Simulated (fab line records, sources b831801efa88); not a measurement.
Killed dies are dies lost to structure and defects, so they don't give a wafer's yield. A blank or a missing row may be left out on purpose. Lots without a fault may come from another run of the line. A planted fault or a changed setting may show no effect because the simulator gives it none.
fab line records | flow gf180mcu
record lots=5 wafers=15 last_day=34
route steps=602 shown VT_IMPLANT@131 MVSD@136 NWELL@137 LVPWELL@138 MVPSD@139 DUAL_GATE@141 POLY_GATE@157
lots that met no fault: from a run of the same line without faults
start_h: hours from the record's first day to the start of the lot's first wafer shown | wait_h: hours since the lot's step before | " the same as in the row above | L1.1+2: a row that stands for several wafers | - no value, or no start given | * or withheld: withheld | < > ~ a bound
route shown NAME@n: a module of which the file shows steps, and the number in the route of the first | usual: mean/standard deviation of fault-free wafers | same: alike in all rows | chamber/n: place in a boat | sites: the reading at each site | _std_site: their standard deviation | _edge_site: outer sites' mean less inner sites' | radius_mm: how far each site lies from the wafer's centre | mask NAME#n: copy n | behind: the tool/chamber that last shaped the wafer | hold: why the lot was held/for how many hours/how that ended | device: the transistor (n, p or np) that didn't switch | end of line: the same wafers' tests at the end of the route | a step without rows: its recipe alone | killed: dies lost to structure and defects at the first sort, not the wafer's yield | map: a wafer's dies, x killed, . not, _ none there
set.NAME: the setting as run; set.NAME@STEP: as run at that earlier step | model.NAME: the simulator's own value behind a step, which no gauge read
lots at some steps of the route; a table a step, a row a wafer
services: from which hour (start_h, from the record's first day; less than 0 if before it) a tool's chamber was out of use, for how many hours, and why
## steps
# step GF_VT_IMPLANT_IMPLANT_41
# recipe species=As energy_kev=70 dose_cm2=1.013e+12 tilt_deg=7
# usual faraday_current_uA=5.72/0.12
# columns lot.wafer tool chamber start_h wait_h faraday_current_uA
L079.2 implanter-04 0 191.49 0.0 5.82
L079.3 " 0 " " 5.57
L079.4 " 0 " " 5.82
L081.2 implanter-04 0 205.40 0.0 5.64
L081.3 " 0 " " 5.84
L081.5 " 0 " " 5.59
L089.1 implanter-03 0 260.33 0.0 5.67
L089.2 " 0 " " 5.68
L089.3 " 0 " " 5.92
L090.1 implanter-01 0 267.48 0.0 5.63
L090.3 " 0 " " 5.65
L090.4 " 0 " " 5.81
L097.3 implanter-03 0 321.06 0.1 5.63
L097.4 " 0 " " 5.65
L097.5 " 0 " " 5.75
# step GF_VT_IMPLANT_STRIP_42
# recipe chemistry=O2/N2 power_w=1400 pressure_mtorr=1500 platen_temp_c=250 o2_flow_sccm=3000 n2_flow_sccm=300 overash_fraction=0.5
# usual drypump_motor_current_A=5.7/0.48 heater_power_w=345/21 o2_flow_sccm=3000/9.8 oes_product_au=0.716/0.0043 platen_temp_c=250.03/0.21 strip_time_to_endpoint_s=12.64/0.03
# columns lot.wafer tool chamber start_h wait_h drypump_motor_current_A heater_power_w o2_flow_sccm oes_product_au platen_temp_c rf_hours_counter_h strip_time_to_endpoint_s
L079.2 plasma_asher-04 1 191.61 0.1 6.5 382 3011 0.718 249.97 8 12.58
L079.3 " 1 " " 6.4 384 3011 0.718 250.04 - 12.57
L079.4 " 0 " " 5.6 312 3004 0.711 250.19 - 12.58
L081.2 plasma_asher-03 0 205.53 0.1 5.3 357 2994 0.707 250.16 60 12.64
L081.3 " 1 " " 5.4 311 2994 0.704 250.44 - 12.63
L081.5 " 0 " " 5.3 359 2987 0.712 250.09 - 12.62
L089.1 plasma_asher-04 0 260.48 0.1 5.6 321 3000 0.714 249.72 15 12.65
L089.2 " 1 " " 6.5 376 2989 0.705 249.96 15 12.68
L089.3 " 0 " " 5.6 309 3001 0.718 249.50 - 12.67
L090.1 plasma_asher-03 1 267.63 0.1 5.4 306 2988 0.718 250.11 66 12.67
L090.3 " 0 " " 5.3 370 2994 0.715 250.16 - 12.68
L090.4 " 1 " " 5.3 314 3002 0.714 250.04 - 12.66
L097.3 plasma_asher-01 1 321.19 0.1 6.3 343 3010 0.722 249.92 - 12.64
L097.4 " 0 " " 5.3 357 3016 0.716 249.95 - 12.62
L097.5 " 1 " " 6.3 349 3005 0.717 249.74 - 12.67
# step GF_VT_IMPLANT_TW_MEAS_43
# usual VT_IMPLANT_4_TW=688/8.2
# columns lot.wafer tool chamber start_h wait_h VT_IMPLANT_4_TW
L079.2 film_metro-04 - 191.72 0.1 689
L079.3 " - " " 691
L079.4 " - " " 697
L081.2 film_metro-02 - 205.64 0.1 677
L081.3 " - " " 674
L081.5 " - " " 678
L089.1 film_metro-04 - 260.58 0.1 701
L089.2 " - " " 699
L089.3 " - " " 694
L090.1 film_metro-02 - 267.73 0.1 675
L090.3 " - " " 674
L090.4 " - " " 672
L097.3 film_metro-04 - 321.28 0.1 690
L097.4 " - " " 694
L097.5 " - " " 690
# step GF_VT_IMPLANT_CLEAN_44
# recipe chemistry=SC1/SC2 mix=1:4:20 temp_c=70 time_s=150 dry=n2_spin
# columns lot.wafer tool chamber start_h wait_h
L079.2+3+4 wet_bench-02 0 191.77 0.0
L081.2+3+5 wet_bench-02 1 205.69 0.0
L089.1+2+3 wet_bench-04 3 260.64 0.1
L090.1+3+4 wet_bench-02 0 267.79 0.1
L097.3+4+5 wet_bench-02 2 321.32 0.0
# step GF_VT_IMPLANT_RTA_45
# recipe temp_c=1050 time_s=30 ambient=N2
# usual lamp_power_pct=34.48/0.04 wafer_temp_C_max=1055.6/1.5
# columns lot.wafer tool chamber start_h wait_h lamp_power_pct wafer_temp_C_max
L079.2 rtp_anneal-02 0 191.84 0.0 34.53 1058.0
L079.3 " 0 " " 34.46 1056.5
L079.4 " 0 " " 34.53 1055.0
L081.2 rtp_anneal-01 0 205.76 0.0 34.44 1055.3
L081.3 " 0 " " 34.44 1055.7
L081.5 " 0 " " 34.43 1054.4
L089.1 rtp_anneal-01 0 260.69 0.0 34.44 1056.6
L089.2 " 0 " " 34.45 1053.8
L089.3 " 0 " " 34.43 1053.9
L090.1 rtp_anneal-02 0 267.84 0.0 34.53 1059.7
L090.3 " 0 " " 34.52 1056.8
L090.4 " 0 " " 34.53 1054.2
L097.3 rtp_anneal-02 0 321.40 0.0 34.45 1060.5
L097.4 " 0 " " 34.54 1058.2
L097.5 " 0 " " 34.44 1055.9
# step GF_VT_IMPLANT_RS_MEAS_46
# recipe thk_meas_gauge=four-point-probe
# usual MVSD_RS=456.9/0.91
# columns lot.wafer tool chamber start_h wait_h MVSD_RS[ohm/sq]
L079.2 film_metro-01 - 191.94 0.1 456.1
L079.3 " - " " 456.9
L079.4 " - " " 457.4
L081.2 film_metro-01 - 205.86 0.1 459.0
L081.3 " - " " 456.0
L081.5 " - " " 457.9
L089.1 film_metro-01 - 260.79 0.1 456.8
L089.2 " - " " 457.6
L089.3 " - " " 456.4
L090.1 film_metro-04 - 267.94 0.1 456.8
L090.3 " - " " 456.1
L090.4 " - " " 456.2
L097.3 film_metro-01 - 321.51 0.1 455.2
L097.4 " - " " 454.8
L097.5 " - " " 456.1
# step GF_VT_IMPLANT_RS_MEAS_47
# recipe thk_meas_gauge=four-point-probe
# usual NWELL_RS=487.9/1.2
# columns lot.wafer tool chamber start_h wait_h NWELL_RS[ohm/sq]
L079.2 film_metro-01 - 192.06 0.1 489.9
L079.3 " - " " 489.5
L079.4 " - " " 489.7
L081.2 film_metro-01 - 205.98 0.1 488.5
L081.3 " - " " 488.2
L081.5 " - " " 490.0
L089.1 film_metro-01 - 260.91 0.1 486.3
L089.2 " - " " 487.6
L089.3 " - " " 485.9
L090.1 film_metro-04 - 268.06 0.1 487.8
L090.3 " - " " 487.6
L090.4 " - " " 487.7
L097.3 film_metro-01 - 321.63 0.1 488.6
L097.4 " - " " 490.0
L097.5 " - " " 489.4
# step GF_VT_IMPLANT_RS_MEAS_48
# recipe thk_meas_gauge=four-point-probe
# usual LVPWELL_RS=1196/3
# columns lot.wafer tool chamber start_h wait_h LVPWELL_RS[ohm/sq]
L079.2 film_metro-01 - 192.18 0.1 1198
L079.3 " - " " 1197
L079.4 " - " " 1198
L081.2 film_metro-01 - 206.10 0.1 1195
L081.3 " - " " 1197
L081.5 " - " " 1192
L089.1 film_metro-01 - 261.03 0.1 1201
L089.2 " - " " 1198
L089.3 " - " " 1201
L090.1 film_metro-04 - 268.18 0.1 1200
L090.3 " - " " 1201
L090.4 " - " " 1194
L097.3 film_metro-01 - 321.75 0.1 1199
L097.4 " - " " 1193
L097.5 " - " " 1197
# step GF_VT_IMPLANT_RS_MEAS_49
# recipe thk_meas_gauge=four-point-probe
# usual MVPSD_RS=1167.6/2.5
# columns lot.wafer tool chamber start_h wait_h MVPSD_RS[ohm/sq]
L079.2 film_metro-01 - 192.30 0.1 1167.8
L079.3 " - " " 1172.0
L079.4 " - " " 1168.6
L081.2 film_metro-01 - 206.22 0.1 1165.7
L081.3 " - " " 1166.3
L081.5 " - " " 1165.8
L089.1 film_metro-01 - 261.15 0.1 1166.0
L089.2 " - " " 1167.8
L089.3 " - " " 1168.5
L090.1 film_metro-04 - 268.30 0.1 1166.7
L090.3 " - " " 1166.3
L090.4 " - " " 1163.2
L097.3 film_metro-01 - 321.87 0.1 1169.2
L097.4 " - " " 1173.5
L097.5 " - " " 1173.7
# step GF_VT_IMPLANT_WET_ETCH_50
# recipe chemistry=dHF target_depth_nm=20 target=SiO2 temp_c=25 dilution=100:1 time_s=400
# columns lot.wafer tool chamber start_h wait_h
L079.2+3+4 wet_bench-03 3 192.40 0.1
L081.2+3+5 wet_bench-03 0 206.32 0.1
L089.1+2+3 wet_bench-02 3 261.27 0.1
L090.1+3+4 wet_bench-04 0 268.42 0.1
L097.3+4+5 wet_bench-03 0 321.95 0.1
# step GF_DUAL_GATE_CLEAN_00
# recipe chemistry=SC1/SC2 mix=1:4:20 temp_c=70 time_s=150
# columns lot.wafer tool chamber start_h wait_h
L079.2+3+4 wet_bench-02 1 192.52 0.0
L081.2+3+5 wet_bench-02 0 206.44 0.0
L089.1+2+3 wet_bench-03 3 261.40 0.0
L090.1+3+4 wet_bench-03 1 268.54 0.0
L097.3+4+5 wet_bench-04 2 322.07 0.0
# step GF_DUAL_GATE_CLEAN_01
# recipe chemistry=dHF time_s=20 dilution=100:1 dry=ipa_marangoni
# columns lot.wafer tool chamber start_h wait_h
L079.2+3+4 wet_bench-03 1 192.57 0.0
L081.2+3+5 wet_bench-03 2 206.49 0.0
L089.1+2+3 wet_bench-02 1 261.45 0.0
L090.1+3+4 wet_bench-02 3 268.59 0.0
L097.3+4+5 wet_bench-03 1 322.12 0.0
# step GF_DUAL_GATE_OXIDATION_02
# recipe temp_c=900 ambient=O2 stabilise_s=600 purge_s=300 target_thk_a=108.87 ox_time_s=1602
# usual spike_tc_bottom_C=916.8/1.5
# same ox_time_s=1602 stabilise_s=600
# columns lot.wafer tool chamber start_h wait_h spike_tc_bottom_C
L079.2 furnace-02 0 192.59 0.0 916.8
L079.3 " 0 " " 916.2
L079.4 " 0 " " 913.9
L081.2 furnace-02 0 206.51 0.0 917.1
L081.3 " 0 " " 915.9
L081.5 " 0 " " 916.1
L089.1 furnace-02 0 261.51 0.1 915.3
L089.2 " 0 " " 915.9
L089.3 " 0 " " 916.2
L090.1 furnace-02 0 268.61 0.0 916.6
L090.3 " 0 " " 915.9
L090.4 " 0 " " 915.8
L097.3 furnace-01 0 322.18 0.0 917.2
L097.4 " 0 " " 918.5
L097.5 " 0 " " 918.1
# step GF_DUAL_GATE_THK_MEAS_03
# recipe reads=SiO2_of_DUAL_GATE_OXIDATION_02
# usual DUAL_GATE_OXIDATION_00_THK=10.78/0.21
# columns lot.wafer tool chamber start_h wait_h DUAL_GATE_OXIDATION_00_THK[nm]
L079.2 film_metro-04 - 194.04 0.0 11.12
L079.3 " - " " 11.05
L079.4 " - " " 11.30
L081.2 film_metro-02 - 207.97 0.0 10.79
L081.3 " - " " 10.85
L081.5 " - " " 10.83
L089.1 film_metro-02 - 262.96 0.0 11.24
L089.2 " - " " 11.00
L089.3 " - " " 10.96
L090.1 film_metro-04 - 270.06 0.0 11.04
L090.3 " - " " 10.98
L090.4 " - " " 10.85
L097.3 film_metro-03 - 323.65 0.0 10.82
L097.4 " - " " 10.78
L097.5 " - " " 10.68
# step GF_DUAL_GATE_DEHYDRATE_04
# recipe temp_c=200 time_s=60
# columns lot.wafer tool chamber start_h wait_h
L079.2+3+4 litho_track-02 0 202.36 8.3
L081.2+3+5 litho_track-01 0 215.70 7.7
L089.1+2+3 litho_track-01 0 271.77 8.8
L090.1+3+4 litho_track-02 0 279.63 9.6
L097.3+4+5 litho_track-04 0 333.64 10.0
# step GF_DUAL_GATE_HMDS_05
# recipe prime_time_s=60 prime_temp_c=120
# columns lot.wafer tool chamber start_h wait_h
L079.2+3+4 litho_track-02 0 202.51 0.1
L081.2+3+5 litho_track-01 0 215.85 0.1
L089.1+2+3 litho_track-01 0 271.92 0.1
L090.1+3+4 litho_track-02 0 279.78 0.1
L097.3+4+5 litho_track-04 0 333.79 0.1
# step GF_DUAL_GATE_COAT_06
# recipe resist=NOVOLAK spin_rpm=3000 resist_thk_nm=1000
# columns lot.wafer tool chamber start_h wait_h
L079.2+3+4 litho_track-02 0 202.66 0.1
L081.2+3+5 litho_track-01 0 216.00 0.1
L089.1+2+3 litho_track-01 0 272.07 0.1
L090.1+3+4 litho_track-02 0 279.93 0.1
L097.3+4+5 litho_track-04 0 333.94 0.1
# step GF_DUAL_GATE_SOFTBAKE_07
# recipe temp_c=90 time_s=60 resist=NOVOLAK
# columns lot.wafer tool chamber start_h wait_h
L079.2+3+4 litho_track-02 0 202.81 0.1
L081.2+3+5 litho_track-01 0 216.15 0.1
L089.1+2+3 litho_track-01 0 272.22 0.1
L090.1+3+4 litho_track-02 0 280.08 0.1
L097.3+4+5 litho_track-04 0 334.09 0.1
# step GF_DUAL_GATE_EXPOSE_08
# recipe mask_id=Dualgate target_cd_nm=700 na=0.6 source_shape=conventional sigma_outer=0.6 dose_mj=140
# usual reticle_temp_C=23.00/0.1
# same sigma_outer=0.6
# columns lot.wafer tool chamber start_h wait_h mask reticle_temp_C
L079.2 iline_stepper-02 0 - - Dualgate#0 23.03
L079.3 " 0 " " Dualgate#0 23.04
L079.4 " 0 " " Dualgate#0 23.13
L081.2 iline_stepper-01 0 - - Dualgate#0 22.98
L081.3 " 0 " " Dualgate#0 22.86
L081.5 " 0 " " Dualgate#0 23.01
L089.1 iline_stepper-01 0 - - Dualgate#0 23.10
L089.2 " 0 " " Dualgate#0 23.04
L089.3 " 0 " " Dualgate#0 23.10
L090.1 iline_stepper-01 0 - - Dualgate#0 23.07
L090.3 " 0 " " Dualgate#0 23.06
L090.4 " 0 " " Dualgate#0 22.98
L097.3 iline_stepper-02 0 - - Dualgate#0 22.80
L097.4 " 0 " " Dualgate#0 22.87
L097.5 " 0 " " Dualgate#0 22.80
# step GF_DUAL_GATE_PEB_09
# recipe temp_c=withheld time_s=* resist=NOVOLAK
# columns lot.wafer tool chamber start_h wait_h
L079.2+3+4 litho_track-02 0 - -
L081.2+3+5 litho_track-01 0 - -
L089.1+2+3 litho_track-01 0 - -
L090.1+3+4 litho_track-02 0 - -
L097.3+4+5 litho_track-01 0 - -
# step GF_DUAL_GATE_DEVELOP_10
# recipe develop_time_s=60 dev_temp_c=23
# columns lot.wafer tool chamber start_h wait_h
L079.2+3+4 litho_track-02 0 211.36 0.1
L081.2+3+5 litho_track-01 0 225.25 0.1
L089.1+2+3 litho_track-01 0 282.22 0.1
L090.1+3+4 litho_track-02 0 290.03 0.1
L097.3+4+5 litho_track-01 0 344.82 0.1
# step GF_DUAL_GATE_OVL_MEAS_11
# usual DUAL_GATE_OVL=0.1/1.4
# columns lot.wafer tool chamber start_h wait_h DUAL_GATE_OVL[nm]
L079.2 overlay-02 - 211.49 0.1 0.4
L079.3 " - " " -1.4
L079.4 " - " " -1.5
L081.2 overlay-01 - 225.38 0.1 1.4
L081.3 " - " " 1.8
L081.5 " - " " 0.7
L089.1 overlay-02 - 282.37 0.1 0.1
L089.2 " - " " -3.1
L089.3 " - " " 2.1
L090.1 overlay-01 - 290.18 0.1 1.7
L090.3 " - " " -0.4
L090.4 " - " " 1.8
L097.3 overlay-02 - 344.93 0.1 1.2
L097.4 " - " " 1.0
L097.5 " - " " 1.1
# step GF_DUAL_GATE_WET_ETCH_12
# recipe chemistry=dHF target_depth_nm=13 dry=n2_spin target=SiO2 temp_c=25 dilution=100:1 time_s=260
# columns lot.wafer tool chamber start_h wait_h
L079.2+3+4 wet_bench-02 2 211.52 0.0
L081.2+3+5 wet_bench-03 0 225.41 0.0
L089.1+2+3 wet_bench-04 2 282.41 0.0
L090.1+3+4 wet_bench-02 1 290.22 0.0
L097.3+4+5 wet_bench-02 1 344.96 0.0
# step GF_DUAL_GATE_STRIP_13
# recipe chemistry=O2/N2 power_w=1400 pressure_mtorr=1500 platen_temp_c=250 o2_flow_sccm=3000 n2_flow_sccm=300 overash_fraction=0.5
# usual drypump_motor_current_A=5.9/0.43 heater_power_w=335/28 o2_flow_sccm=3000/8.1 oes_product_au=0.715/0.0044 platen_temp_c=250.01/0.19 strip_time_to_endpoint_s=12.63/0.035
# columns lot.wafer tool chamber start_h wait_h drypump_motor_current_A heater_power_w o2_flow_sccm oes_product_au platen_temp_c rf_hours_counter_h strip_time_to_endpoint_s
L079.2 plasma_asher-02 0 211.61 0.0 6.3 322 3005 0.719 249.99 42 12.63
L079.3 " 1 " " 5.7 299 3010 0.715 249.91 - 12.61
L079.4 " 0 " " 6.3 320 3001 0.711 250.41 - 12.63
L081.2 plasma_asher-02 0 225.49 0.0 6.2 322 2991 0.719 250.18 43 12.68
L081.3 " 0 " " 6.2 310 2996 0.711 250.12 - 12.61
L081.5 " 1 " " 5.7 295 3004 0.718 250.35 - 12.64
L089.1 plasma_asher-01 1 282.49 0.0 6.3 341 3023 0.717 249.89 64 12.62
L089.2 " 0 " " 5.3 342 3003 0.716 250.31 64 12.66
L089.3 " 1 " " 6.3 350 3004 0.710 249.93 - 12.64
L090.1 plasma_asher-04 0 290.30 0.0 5.6 326 3002 0.721 249.77 18 12.59
L090.3 " 0 " " 5.6 324 3012 0.722 249.48 - 12.63
L090.4 " 1 " " 6.5 393 3005 0.715 249.94 - 12.60
L097.3 plasma_asher-02 0 345.07 0.0 6.3 320 3007 0.717 249.96 - 12.63
L097.4 " 1 " " 5.7 295 2992 0.709 250.05 - 12.62
L097.5 " 0 " " 6.3 320 2993 0.710 250.30 - 12.64
# step GF_DUAL_GATE_CLEAN_14
# recipe chemistry=SC1/SC2 mix=1:4:20 temp_c=70 time_s=150 dry=n2_spin
# columns lot.wafer tool chamber start_h wait_h
L079.2+3+4 wet_bench-03 1 211.71 0.1
L081.2+3+5 wet_bench-02 3 225.59 0.1
L089.1+2+3 wet_bench-02 0 282.59 0.1
L090.1+3+4 wet_bench-03 3 290.40 0.1
L097.3+4+5 wet_bench-03 1 345.14 0.0
# step GF_DUAL_GATE_OXIDATION_15
# recipe temp_c=850 ambient=O2 stabilise_s=600 purge_s=300 target_thk_a=70.98 ox_time_s=1995
# usual spike_tc_bottom_C=868.1/1.6
# same ox_time_s=1995 stabilise_s=600
# columns lot.wafer tool chamber start_h wait_h spike_tc_bottom_C
L079.2 furnace-01 0 211.76 0.0 868.7
L079.3 " 0 " " 869.1
L079.4 " 0 " " 870.0
L081.2 furnace-02 0 226.51 0.9 869.3
L081.3 " 0 " " 866.3
L081.5 " 0 " " 867.7
L089.1 furnace-01 0 283.33 0.7 867.6
L089.2 " 0 " " 869.3
L089.3 " 0 " " 869.2
L090.1 furnace-01 0 291.78 1.3 868.7
L090.3 " 0 " " 869.1
L090.4 " 0 " " 868.7
L097.3 furnace-02 0 346.06 0.9 867.1
L097.4 " 0 " " 868.7
L097.5 " 0 " " 867.2
# step GF_POLY_GATE_CVD_00
# recipe material=poly-Si target_thk_nm=200 temp_c=620 time_s=1200 pressure_mtorr=200
# usual spike_tc_bottom_C=641/3.1
# columns lot.wafer tool chamber start_h wait_h spike_tc_bottom_C
L079.2 lpcvd-02 0 213.31 0.0 641
L079.3 " 0 " " 642
L079.4 " 0 " " 638
L081.2 lpcvd-01 0 228.07 0.0 647
L081.3 " 0 " " 646
L081.5 " 0 " " 646
L089.1 lpcvd-01 1 284.88 0.0 642
L089.2 " 1 " " 643
L089.3 " 1 " " 643
L090.1 lpcvd-01 1 293.79 0.5 642
L090.3 " 1 " " 644
L090.4 " 1 " " 641
L097.3 lpcvd-02 1 347.61 0.0 639
L097.4 " 1 " " 635
L097.5 " 1 " " 637
# step GF_POLY_GATE_THK_MEAS_01
# recipe reads=poly-Si_of_POLY_GATE_CVD_00
# usual POLY_GATE_CVD_00_THK=199.8/1.8
# columns lot.wafer tool chamber start_h wait_h POLY_GATE_CVD_00_THK[nm]
L079.2 film_metro-01 - 214.65 0.0 199.9
L079.3 " - " " 199.5
L079.4 " - " " 201.8
L081.2 film_metro-02 - 229.41 0.0 199.5
L081.3 " - " " 200.6
L081.5 " - " " 199.1
L089.1 film_metro-01 - 286.22 0.0 199.5
L089.2 " - " " 197.1
L089.3 " - " " 198.4
L090.1 film_metro-01 - 295.13 0.0 198.0
L090.3 " - " " 197.1
L090.4 " - " " 199.0
L097.3 film_metro-01 - 348.97 0.0 198.2
L097.4 " - " " 200.4
L097.5 " - " " 198.8
# step GF_POLY_GATE_DEHYDRATE_02
# recipe temp_c=200 time_s=60
# columns lot.wafer tool chamber start_h wait_h
L079.2+3+4 litho_track-03 0 223.19 8.5
L081.2+3+5 litho_track-04 0 238.31 8.9
L089.1+2+3 litho_track-04 0 295.19 9.0
L090.1+3+4 litho_track-03 0 305.11 10.0
L097.3+4+5 litho_track-02 0 357.98 9.0
# step GF_POLY_GATE_HMDS_03
# recipe prime_time_s=60 prime_temp_c=120
# columns lot.wafer tool chamber start_h wait_h
L079.2+3+4 litho_track-03 0 223.34 0.1
L081.2+3+5 litho_track-04 0 238.46 0.1
L089.1+2+3 litho_track-04 0 295.34 0.1
L090.1+3+4 litho_track-03 0 305.26 0.1
L097.3+4+5 litho_track-02 0 358.13 0.1
# step GF_POLY_GATE_COAT_04
# recipe resist=BARC temp_c=withheld time_s=withheld spin_rpm=withheld resist_thk_nm=withheld
# columns lot.wafer tool chamber start_h wait_h
L079.2+3+4 litho_track-03 0 223.49 0.1
L081.2+3+5 litho_track-04 0 238.61 0.1
L089.1+2+3 litho_track-04 0 295.49 0.1
L090.1+3+4 litho_track-03 0 305.41 0.1
L097.3+4+5 litho_track-02 0 358.28 0.1
# step GF_POLY_GATE_COAT_05
# recipe resist=KrF spin_rpm=withheld resist_thk_nm=700
# columns lot.wafer tool chamber start_h wait_h
L079.2+3+4 litho_track-03 0 - -
L081.2+3+5 litho_track-04 0 - -
L089.1+2+3 litho_track-04 0 - -
L090.1+3+4 litho_track-03 0 - -
L097.3+4+5 litho_track-02 0 - -
# step GF_POLY_GATE_SOFTBAKE_06
# recipe temp_c=130 time_s=60 resist=KrF
# columns lot.wafer tool chamber start_h wait_h
L079.2+3+4 litho_track-03 0 - -
L081.2+3+5 litho_track-04 0 - -
L089.1+2+3 litho_track-04 0 - -
L090.1+3+4 litho_track-03 0 - -
L097.3+4+5 litho_track-02 0 - -
# step GF_POLY_GATE_EXPOSE_07
# recipe mask_id=Poly2 target_cd_nm=280 na=0.68 source_shape=conventional sigma_outer=0.6 dose_mj=28
# usual reticle_temp_C=23.04/0.1
# same sigma_outer=0.6
# columns lot.wafer tool chamber start_h wait_h mask reticle_temp_C
L079.2 krf_scanner-01 0 - - Poly2#0 23.08
L079.3 " 0 " " Poly2#0 22.97
L079.4 " 0 " " Poly2#0 23.07
L081.2 krf_scanner-02 0 - - Poly2#0 23.14
L081.3 " 0 " " Poly2#0 23.14
L081.5 " 0 " " Poly2#0 23.11
L089.1 krf_scanner-01 0 - - Poly2#0 23.19
L089.2 " 0 " " Poly2#0 23.05
L089.3 " 0 " " Poly2#0 23.07
L090.1 krf_scanner-02 0 - - Poly2#0 22.92
L090.3 " 0 " " Poly2#0 22.95
L090.4 " 0 " " Poly2#0 22.92
L097.3 krf_scanner-01 0 - - Poly2#0 23.10
L097.4 " 0 " " Poly2#0 23.06
L097.5 " 0 " " Poly2#0 22.99
# step GF_POLY_GATE_PEB_08
# recipe peb_temp_c=135 peb_time_s=90 resist=KrF
# columns lot.wafer tool chamber start_h wait_h
L079.2+3+4 litho_track-02 0 - -
L081.2+3+5 litho_track-02 0 - -
L089.1+2+3 litho_track-03 0 - -
L090.1+3+4 litho_track-04 0 - -
L097.3+4+5 litho_track-03 0 - -
# step GF_POLY_GATE_DEVELOP_09
# recipe develop_time_s=60 resist=KrF dev_temp_c=21
# columns lot.wafer tool chamber start_h wait_h
L079.2+3+4 litho_track-02 0 232.66 0.2
L081.2+3+5 litho_track-02 0 247.81 0.2
L089.1+2+3 litho_track-03 0 306.06 0.2
L090.1+3+4 litho_track-04 0 315.99 0.2
L097.3+4+5 litho_track-03 0 370.11 0.1
# step GF_POLY_GATE_CD_MEAS_10
# recipe target_cd_nm=280
# usual cd_nm=280.0/0.97
# columns lot.wafer tool chamber start_h wait_h cd_nm
L079.2 cd_sem-01 - 232.80 0.1 280.5
L079.3 " - " " 280.5
L079.4 " - " " 279.9
L081.2 cd_sem-01 - 247.95 0.1 279.8
L081.3 " - " " 280.6
L081.5 " - " " 280.4
L089.1 cd_sem-01 - 306.21 0.1 280.6
L089.2 " - " " 280.1
L089.3 " - " " 279.7
L090.1 cd_sem-02 - 316.14 0.1 280.0
L090.3 " - " " 281.2
L090.4 " - " " 280.9
L097.3 cd_sem-01 - 370.25 0.1 280.3
L097.4 " - " " 281.3
L097.5 " - " " 281.0
# step GF_POLY_GATE_OVL_MEAS_11
# usual POLY_GATE_OVL=0/5.1
# columns lot.wafer tool chamber start_h wait_h POLY_GATE_OVL[nm]
L079.2 overlay-01 - 232.91 0.1 4
L079.3 " - " " 0
L079.4 " - " " 4
L081.2 overlay-02 - 248.06 0.1 1
L081.3 " - " " -1
L081.5 " - " " -1
L089.1 overlay-01 - 306.33 0.1 8
L089.2 " - " " 6
L089.3 " - " " -1
L090.1 overlay-01 - 316.26 0.1 -13
L090.3 " - " " -8
L090.4 " - " " -6
L097.3 overlay-02 - 370.35 0.1 -5
L097.4 " - " " -3
L097.5 " - " " 0
# step GF_POLY_GATE_ETCH_12
# recipe chemistry=N2/H2 target_depth_a=withheld overetch_a=withheld time_s=withheld target=BARC ion_energy_ev=200 source_w=500 bias_w=100 pressure_mtorr=30 n2_flow_sccm=100 h2_flow_sccm=200
# usual drypump_motor_current_A=5.6/0.37 oes_product_au=0.735/0.0048 throttle_valve_pct=13.214/0.0097
# columns lot.wafer tool chamber start_h wait_h drypump_motor_current_A oes_product_au throttle_valve_pct
L079.2 rie_diel-02 1 232.94 0.0 6.1 0.736 13.212
L079.3 " 0 " " 5.7 0.742 13.222
L079.4 " 3 " " 5.8 0.743 13.222
L081.2 rie_diel-04 2 248.09 0.0 5.3 0.737 13.211
L081.3 " 1 " " 5.1 0.721 13.223
L081.5 " 2 " " 5.3 0.732 13.224
L089.1 rie_diel-03 2 306.37 0.0 5.8 0.737 13.220
L089.2 " 0 " " 5.6 0.732 13.220
L089.3 " 3 " " 5.1 0.740 13.205
L090.1 rie_diel-04 2 316.29 0.0 5.3 0.739 13.202
L090.3 " 1 " " 5.1 0.732 13.205
L090.4 " 3 " " 5.9 0.730 13.219
L097.3 rie_diel-02 2 370.37 0.0 5.2 0.735 13.216
L097.4 " 3 " " 5.8 0.734 13.218
L097.5 " 2 " " 5.2 0.731 13.214
# step GF_POLY_GATE_ETCH_13
# recipe target=poly-Si target_depth_nm=198.5 stop_on=SiO2 over_etch_frac=0.403 chemistry=HBr/Cl2 icp_w=400 bias_w=100 pressure_mtorr=10 HBr_flow_sccm=150 Cl2_flow_sccm=50 time_s=69.6
# usual drypump_motor_current_A=5.5/0.43 he_backside_leak_sccm=2.80/0.25 oes_product_au=0.985/0.0097 throttle_valve_pct=33.685/0.0095
# columns lot.wafer tool chamber start_h wait_h drypump_motor_current_A he_backside_leak_sccm oes_product_au rf_hours_counter_h throttle_valve_pct
L079.2 rie_si-01 3 232.99 - 5.9 3.11 0.968 108 33.688
L079.3 " 2 " " 5.1 2.56 0.985 4 33.681
L079.4 " 0 " " 4.9 2.74 0.970 1 33.682
L081.2 rie_si-02 2 248.14 - 6.0 2.72 0.979 87 33.707
L081.3 " 3 " " 6.1 2.93 0.976 3 33.678
L081.5 " 1 " " 5.5 2.84 0.984 - 33.675
L089.1 rie_si-01 0 306.42 - 4.9 2.45 0.969 1 33.690
L089.2 " 1 " " 4.9 2.84 0.989 18 33.686
L089.3 " 2 " " 5.1 2.60 0.992 5 33.681
L090.1 rie_si-02 2 316.35 - 5.9 2.83 0.980 87 33.700
L090.3 " 3 " " 6.1 2.84 0.975 4 33.694
L090.4 " 1 " " 5.5 2.84 0.993 2 33.679
L097.3 rie_si-02 0 370.42 - 5.3 2.85 0.986 7 33.679
L097.4 " 3 " " 6.1 2.75 0.992 - 33.706
L097.5 " 1 " " 5.5 2.84 0.994 - 33.687
## services
# columns tool chamber start_h hours kind
wet_bench-03 - 175.36 4.3 repair
plasma_asher-01 - 179.83 1.8 repair
implanter-03 - 182.29 3.0 pm
krf_scanner-01 - 185.40 3.6 pm
plasma_asher-02 - 190.02 1.9 repair
furnace-01 - 224.31 5.1 pm
rtp_anneal-02 - 224.62 3.9 pm
krf_scanner-01 - 261.47 1.3 pm
krf_scanner-01 - 277.81 0.9 repair
krf_scanner-01 - 279.04 1.0 pm
furnace-02 - 280.98 3.0 pm
iline_stepper-01 - 283.38 2.1 pm
furnace-02 - 291.75 4.7 pm
furnace-01 - 301.54 3.4 pm
rie_si-02 - 305.09 0.5 repair
lpcvd-01 - 313.90 6.1 pm
rie_si-02 3 316.84 6.1 repair
krf_scanner-01 - 325.07 1.3 repair
krf_scanner-01 - 330.65 0.8 pm
rie_si-02 - 337.15 4.3 pm
rtp_anneal-02 - 353.40 34.4 pm
wet_bench-02 - 355.19 3.1 repair
rie_si-02 0 358.77 1.7 repair
iline_stepper-01 - 363.31 8.9 pm
## key
fault none
